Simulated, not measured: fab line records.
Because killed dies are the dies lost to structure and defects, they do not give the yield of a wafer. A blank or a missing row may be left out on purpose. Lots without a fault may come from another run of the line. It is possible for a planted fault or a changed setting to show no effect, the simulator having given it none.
Matching of chambers | flow gf180mcu | 4 sister chambers for GF_V4_CMP_04 on cmp-02
The step polishes SiO2. 8 wafers are shown with their chamber, then 7 later ones without.

## EACH WAFER AND ITS CHAMBER
wafer  | chamber | motor current A (A) | time to endpoint s (s)
L973.6 | 0       | 11.7                | 80
L974.6 | 0       | 12.5                | 80
L984.6 | 3       | 10.9                | 80
L986.1 | 3       | 10.8                | 79
L986.2 | 1       | 12.8                | 87
L986.4 | 2       | 10.0                | 89
L988.2 | 1       | 12.9                | 84
L988.3 | 2       | 10.3                | 82

## WAFERS WITH NO CHAMBER GIVEN
wafer  | motor current A (A) | time to endpoint s (s)
L988.4 | 10.7                | 81
L989.2 | 12.9                | 86
L989.3 | 10.3                | 88
L989.5 | 10.3                | 83
L993.1 | 10.6                | 87
L993.2 | 13.1                | 80
L993.3 | 12.0                | 81

## THE CHAMBER EACH PASSED THROUGH
wafer  | from the rows above     | in truth
L988.4 | can't be placed: 3 or 2 | 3
L989.2 | 1                       | 1
L989.3 | 2                       | 2
L989.5 | can't be placed: 2 or 3 | 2
L993.1 | can't be placed: 2 or 3 | 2
L993.2 | can't be placed: 1 or 0 | 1
L993.3 | 0                       | 0
Correct placement for 3 of the 7. Not placeable from these rows: 4 (in 4, the candidates include the true chamber). Placed wrongly: 0.
How it was worked out, from the rows above alone: a wafer's distance from a chamber is the root of the sum, over the readings, of the square of ((its reading less the chamber's mean) divided by the reading's scatter). If the next closest chamber is less than 2 further off than the closest, the wafer can't be placed; otherwise it belongs to the closest. The mean given for a chamber averages the wafers shown for that chamber. How the scatter is found: for the shown wafers, subtract from each reading the mean of its chamber, square and add these, divide the total by (wafers less chambers), then take the root.
